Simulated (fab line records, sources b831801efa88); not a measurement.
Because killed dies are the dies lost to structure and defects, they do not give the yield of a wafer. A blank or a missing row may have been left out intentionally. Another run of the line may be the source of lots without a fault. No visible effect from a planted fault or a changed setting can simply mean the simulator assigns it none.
The tool behind it: which one? :: flow gf180mcu :: Sampling: 12 lots, 36 wafers, 3 of 602 route steps

## WHAT THE GAUGES READ, wafer by wafer
GF_TOP_METAL_RS_MEAS_05: uses a four-point probe to measure.
lot: L721
measured: day 27 20:11
on: film-metro-03
TOP_METAL_ALCU_RS (ohm/sq): 0.03235 0.03219 0.03252

lot: L722
measured: day 27 21:02
on: film-metro-03
TOP_METAL_ALCU_RS (ohm/sq): 0.03274 0.03323 0.03253

lot: L723
measured: day 28 07:58
on: film-metro-03
TOP_METAL_ALCU_RS (ohm/sq): 0.03229 0.03269 0.03201

lot: L724
measured: day 28 12:55
on: film-metro-03
TOP_METAL_ALCU_RS (ohm/sq): 0.03291 0.03301 0.03266

lot: L725
measured: day 28 17:30
on: film-metro-01
TOP_METAL_ALCU_RS (ohm/sq): 0.03267 0.0328 0.03264

lot: L728
measured: day 29 13:49
on: film-metro-04
TOP_METAL_ALCU_RS (ohm/sq): 0.03318 0.03309 0.03296

lot: L731
measured: day 30 17:26
on: film-metro-04
TOP_METAL_ALCU_RS (ohm/sq): 0.03229 0.0326 0.03215

lot: L734
measured: day 31 12:56
on: film-metro-04
TOP_METAL_ALCU_RS (ohm/sq): 0.03252 0.03259 0.03252

lot: L736
measured: day 31 18:29
on: film-metro-01
TOP_METAL_ALCU_RS (ohm/sq): 0.03265 0.03302 0.0332

lot: L737
measured: day 32 00:53
on: film-metro-03
TOP_METAL_ALCU_RS (ohm/sq): 0.0326 0.03289 0.03284

lot: L738
measured: day 32 08:58
on: film-metro-04
TOP_METAL_ALCU_RS (ohm/sq): 0.03254 0.03259 0.03268

lot: L744
measured: day 33 16:06
on: film-metro-04
TOP_METAL_ALCU_RS (ohm/sq): 0.03266 0.03237 0.03248

## EACH LOT AND THE TOOL THAT RAN IT (in order: tool; ch and the chambers of the sampled wafers; start)
lot: L721
GF_POLY_GATE_ETCH_12: rie-diel-03 ch 0,2,3, day 9 15:33
GF_TOP_METAL_SPUTTER_00: pvd-sputter-03, day 27 19:55

lot: L722
GF_POLY_GATE_ETCH_12: rie-diel-03 ch 0,2,3, day 9 17:22
GF_TOP_METAL_SPUTTER_00: pvd-sputter-04, day 27 20:49

lot: L723
GF_POLY_GATE_ETCH_12: rie-diel-01 ch 0,1, day 10 02:40
GF_TOP_METAL_SPUTTER_00: pvd-sputter-01, day 28 07:43

lot: L724
GF_POLY_GATE_ETCH_12: rie-diel-03 ch 1,2, day 10 07:43
GF_TOP_METAL_SPUTTER_00: pvd-sputter-03, day 28 12:41

lot: L725
GF_POLY_GATE_ETCH_12: rie-diel-04 ch 0,1,2, day 10 11:45
GF_TOP_METAL_SPUTTER_00: pvd-sputter-01, day 28 17:17

lot: L728
GF_POLY_GATE_ETCH_12: rie-diel-01 ch 0,1,3, day 11 05:54
GF_TOP_METAL_SPUTTER_00: pvd-sputter-03, day 29 13:35

lot: L731
GF_POLY_GATE_ETCH_12: rie-diel-04 ch 1,2,3, day 12 09:46
GF_TOP_METAL_SPUTTER_00: pvd-sputter-01, day 30 17:11

lot: L734
GF_POLY_GATE_ETCH_12: rie-diel-01 ch 0,3, day 13 07:22
GF_TOP_METAL_SPUTTER_00: pvd-sputter-01, day 31 12:43

lot: L736
GF_POLY_GATE_ETCH_12: rie-diel-03 ch 1,2,3, day 13 15:00
GF_TOP_METAL_SPUTTER_00: pvd-sputter-04, day 31 18:14

lot: L737
GF_POLY_GATE_ETCH_12: rie-diel-03 ch 1,2,3, day 13 19:03
GF_TOP_METAL_SPUTTER_00: pvd-sputter-04, day 32 00:40

lot: L738
GF_POLY_GATE_ETCH_12: rie-diel-03 ch 0,1,2, day 14 04:52
GF_TOP_METAL_SPUTTER_00: pvd-sputter-04, day 32 08:44

lot: L744
GF_POLY_GATE_ETCH_12: rie-diel-03 ch 0,2,3, day 16 00:46
GF_TOP_METAL_SPUTTER_00: pvd-sputter-04, day 33 15:53
- GF_POLY_GATE_ETCH_12: etches BARC in N2/H2.
- GF_TOP_METAL_SPUTTER_00: material Ti, target thk 37.5 nm, time 150 s.

## WHAT THE TOOLS THEMSELVES READ (means of the sampled wafers that have a number; where no wafer has one, the mark that the record gives instead)
GF_POLY_GATE_ETCH_12.
lot: L721
tool: rie-diel-03
drypump-motor-current-A (A): 5.4
n2-flow-sccm (sccm): 99.94
oes-product-au (a.u.): 0.733
throttle-valve-pct (%): 13.210

lot: L722
tool: rie-diel-03
drypump-motor-current-A (A): 5.4
n2-flow-sccm (sccm): 100.14
oes-product-au (a.u.): 0.733
throttle-valve-pct (%): 13.223

lot: L723
tool: rie-diel-01
drypump-motor-current-A (A): 6.2
n2-flow-sccm (sccm): 100.03
oes-product-au (a.u.): 0.738
throttle-valve-pct (%): 13.218

lot: L724
tool: rie-diel-03
drypump-motor-current-A (A): 5.0
n2-flow-sccm (sccm): 99.68
oes-product-au (a.u.): 0.738
throttle-valve-pct (%): 13.211

lot: L725
tool: rie-diel-04
drypump-motor-current-A (A): 5.8
n2-flow-sccm (sccm): 100.02
oes-product-au (a.u.): 0.737
throttle-valve-pct (%): 13.217

lot: L728
tool: rie-diel-01
drypump-motor-current-A (A): 6.3
n2-flow-sccm (sccm): 100.06
oes-product-au (a.u.): 0.733
throttle-valve-pct (%): 13.219

lot: L731
tool: rie-diel-04
drypump-motor-current-A (A): 6.0
n2-flow-sccm (sccm): 100.03
oes-product-au (a.u.): 0.736
throttle-valve-pct (%): 13.214

lot: L734
tool: rie-diel-01
drypump-motor-current-A (A): 6.2
n2-flow-sccm (sccm): 99.81
oes-product-au (a.u.): 0.735
throttle-valve-pct (%): 13.214

lot: L736
tool: rie-diel-03
drypump-motor-current-A (A): 5.4
n2-flow-sccm (sccm): 100.29
oes-product-au (a.u.): 0.742
throttle-valve-pct (%): 13.219

lot: L737
tool: rie-diel-03
drypump-motor-current-A (A): 5.4
n2-flow-sccm (sccm): 99.72
oes-product-au (a.u.): 0.730
throttle-valve-pct (%): 13.207

lot: L738
tool: rie-diel-03
drypump-motor-current-A (A): 5.2
n2-flow-sccm (sccm): 100.08
oes-product-au (a.u.): 0.734
throttle-valve-pct (%): 13.220

lot: L744
tool: rie-diel-03
drypump-motor-current-A (A): 5.4
n2-flow-sccm (sccm): 99.95
oes-product-au (a.u.): 0.737
throttle-valve-pct (%): 13.215

GF_TOP_METAL_SPUTTER_00.
lot: L721
tool: pvd-sputter-03
throttle-valve-pct (%): 30.4

lot: L722
tool: pvd-sputter-04
throttle-valve-pct (%): 30.7

lot: L723
tool: pvd-sputter-01
throttle-valve-pct (%): 29.7

lot: L724
tool: pvd-sputter-03
throttle-valve-pct (%): 31.2

lot: L725
tool: pvd-sputter-01
throttle-valve-pct (%): 29.5

lot: L728
tool: pvd-sputter-03
throttle-valve-pct (%): 31.0

lot: L731
tool: pvd-sputter-01
throttle-valve-pct (%): 29.5

lot: L734
tool: pvd-sputter-01
throttle-valve-pct (%): 29.4

lot: L736
tool: pvd-sputter-04
throttle-valve-pct (%): 30.8

lot: L737
tool: pvd-sputter-04
throttle-valve-pct (%): 31.0

lot: L738
tool: pvd-sputter-04
throttle-valve-pct (%): 31.2

lot: L744
tool: pvd-sputter-04
throttle-valve-pct (%): 30.8

## THE ANSWER, worked out from the rows above alone
Rule: what is usual is taken from the lots themselves. Put in order of their means at a reading, lots are off if they are a third of the lots or fewer, leave a main group of 4 or more, and stand apart from it by a gap of 3 or more times the standard deviation of the main group's means; of several such gaps the widest counts. A main group whose means are all the same, to the digits that the tables above print for the reading, isn't used. A lot without any number at a reading at which 4 lots or more have one is off too. All remaining lots with rows at the step are treated as sound. After the gauges, taken in route order, come the tools' own readings; for these a lot's mean is taken, as printed above. The first step at which some lot is off is used, and at that step the reading that is off furthest; a lot without a number counts as furthest.
Nothing can be told from this: no lot is off at any reading shown.

## WHAT WAS PUT IN BY THE SIMULATOR
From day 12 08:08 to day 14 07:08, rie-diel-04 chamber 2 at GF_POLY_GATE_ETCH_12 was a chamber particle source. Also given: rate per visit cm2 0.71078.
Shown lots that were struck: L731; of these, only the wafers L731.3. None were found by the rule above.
